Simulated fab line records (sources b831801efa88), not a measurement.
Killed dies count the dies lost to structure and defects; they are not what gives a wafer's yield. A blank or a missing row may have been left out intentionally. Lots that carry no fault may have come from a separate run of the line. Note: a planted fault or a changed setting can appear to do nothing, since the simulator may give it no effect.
Check for tools in common    flow gf180mcu    Sampled: 13 lots, 39 wafers

## WHY THIS WAS OPENED
Of 13 lots, 3 have the reading M4_ALCU_THK flagged at GF_M4_THK_MEAS_06. No-fault wafers: 440 nm, standard deviation 4.8.
Rule: a lot gets a flag if all its wafers with a number sit over 4 standard deviations from that mean, or if no wafer of it has a number. The rest of the lots are taken to be sound.

lot   measured      on            M4_ALCU_THK (nm), wafer by wafer  flag
L467  day 22 20:53  filmMetro-02  440 441 437                       
L468  day 23 05:44  filmMetro-01  438 440 436                       
L469  day 23 12:32  filmMetro-04  441 434 440                       
L470  day 23 21:39  filmMetro-04  441 440 438                       
L476  day 26 01:49  filmMetro-04  435 436 434                       
L479  day 26 23:53  filmMetro-01  410 410 408                       FLAGGED
L480  day 27 03:17  filmMetro-04  449 446 447                       
L481  day 27 15:35  filmMetro-01  419 418 418                       FLAGGED
L482  day 27 18:43  filmMetro-04  439 439 442                       
L483  day 28 01:44  filmMetro-02  446 444 444                       
L484  day 28 11:41  filmMetro-01  416 417 414                       FLAGGED
L487  day 29 07:14  filmMetro-04  441 445 444                       
L489  day 29 20:38  filmMetro-04  439 439 437                       
The mean of the flagged lots' numbers is 414 nm, -26 nm from the usual (-5 standard deviations).

## EACH LOT AND THE TOOL IT RAN ON
Before the reading, the record contains 3 process steps out of a 602-step route. Each cell gives the tool, then ch followed by the chambers the sampled wafers passed through, then the start.
lot   flag     GF_M3_SPUTTER_01             GF_M4_SPUTTER_00             GF_M4_SPUTTER_04
L467           pvdSputter-03, day 20 17:54  pvdSputter-02, day 22 20:32  pvdSputter-02, day 22 20:43
L468           pvdSputter-01, day 21 03:36  pvdSputter-01, day 23 05:24  pvdSputter-01, day 23 05:35
L469           pvdSputter-03, day 21 10:34  pvdSputter-03, day 23 12:11  pvdSputter-03, day 23 12:22
L470           pvdSputter-04, day 21 20:11  pvdSputter-03, day 23 21:19  pvdSputter-03, day 23 21:29
L476           pvdSputter-01, day 24 03:20  pvdSputter-02, day 26 01:28  pvdSputter-02, day 26 01:39
L479  FLAGGED  pvdSputter-01, day 25 03:14  pvdSputter-02, day 26 23:32  pvdSputter-02, day 26 23:44
L480           pvdSputter-01, day 25 06:19  pvdSputter-01, day 27 02:54  pvdSputter-01, day 27 03:06
L481  FLAGGED  pvdSputter-01, day 25 18:51  pvdSputter-02, day 27 15:15  pvdSputter-02, day 27 15:26
L482           pvdSputter-01, day 25 22:42  pvdSputter-01, day 27 18:23  pvdSputter-01, day 27 18:34
L483           pvdSputter-04, day 26 06:30  pvdSputter-01, day 28 01:23  pvdSputter-01, day 28 01:34
L484  FLAGGED  pvdSputter-03, day 26 16:30  pvdSputter-02, day 28 11:20  pvdSputter-02, day 28 11:31
L487           pvdSputter-03, day 27 13:10  pvdSputter-01, day 29 06:53  pvdSputter-01, day 29 07:04
L489           pvdSputter-03, day 28 02:57  pvdSputter-01, day 29 20:18  pvdSputter-01, day 29 20:29
What the steps here do:
- GF_M3_SPUTTER_01: material TiN, target thk 30 nm, time 25 s.
- GF_M4_SPUTTER_00: material Ti, target thk 37.5 nm, time 150 s.
- GF_M4_SPUTTER_04: material TiN, target thk 50 nm, time 41.7 s.
- GF_M4_THK_MEAS_06: measures by xrf.

## FLAGGED OVER TOTAL, TOOL BY TOOL (the gauges that took the reading come last)
step               tool           lots run  flagged  share of the flagged lots  sound lots run after its first flagged lot
GF_M3_SPUTTER_01   pvdSputter-01  6         2        some                       2 (L480,L482)
GF_M3_SPUTTER_01   pvdSputter-03  5         1        some                       2 (L487,L489)
GF_M3_SPUTTER_01   pvdSputter-04  2         0        none                       -
GF_M4_SPUTTER_00   pvdSputter-01  6         0        none                       -
GF_M4_SPUTTER_00   pvdSputter-02  5         3        all                        0
GF_M4_SPUTTER_00   pvdSputter-03  2         0        none                       -
GF_M4_SPUTTER_04   pvdSputter-01  6         0        none                       -
GF_M4_SPUTTER_04   pvdSputter-02  5         3        all                        0
GF_M4_SPUTTER_04   pvdSputter-03  2         0        none                       -
GF_M4_THK_MEAS_06  filmMetro-01   4         3        all                        0
GF_M4_THK_MEAS_06  filmMetro-02   2         0        none                       -
GF_M4_THK_MEAS_06  filmMetro-04   7         0        none                       -

## THE TABLE: WHAT IT ALLOWS
In the table, 3 rows ran each flagged lot (pvdSputter-02 at GF_M4_SPUTTER_00; pvdSputter-02 at GF_M4_SPUTTER_04; filmMetro-01 at GF_M4_THK_MEAS_06).
- pvdSputter-02 at GF_M4_SPUTTER_00: 3 of its 5 lots flagged. It ran its last sound lot, L476, at day 26 01:28 and its first flagged lot, L479, at day 26 23:32: a fault with its onset between the two fits.
- pvdSputter-02 at GF_M4_SPUTTER_04: 3 of its 5 lots flagged. It ran its last sound lot, L476, at day 26 01:39 and its first flagged lot, L479, at day 26 23:44: a fault with its onset between the two fits.
- filmMetro-01 at GF_M4_THK_MEAS_06: 3 of its 4 lots flagged. It ran its last sound lot, L468, at day 23 05:44 and its first flagged lot, L479, at day 26 23:53: a fault with its onset between the two fits.
These 2 tools cannot be told apart by counting lots, since each of them fits a fault that started at some hour. More lots, or a look at what each step does to the wafer, might.

## WHAT THE SIMULATOR PUT IN
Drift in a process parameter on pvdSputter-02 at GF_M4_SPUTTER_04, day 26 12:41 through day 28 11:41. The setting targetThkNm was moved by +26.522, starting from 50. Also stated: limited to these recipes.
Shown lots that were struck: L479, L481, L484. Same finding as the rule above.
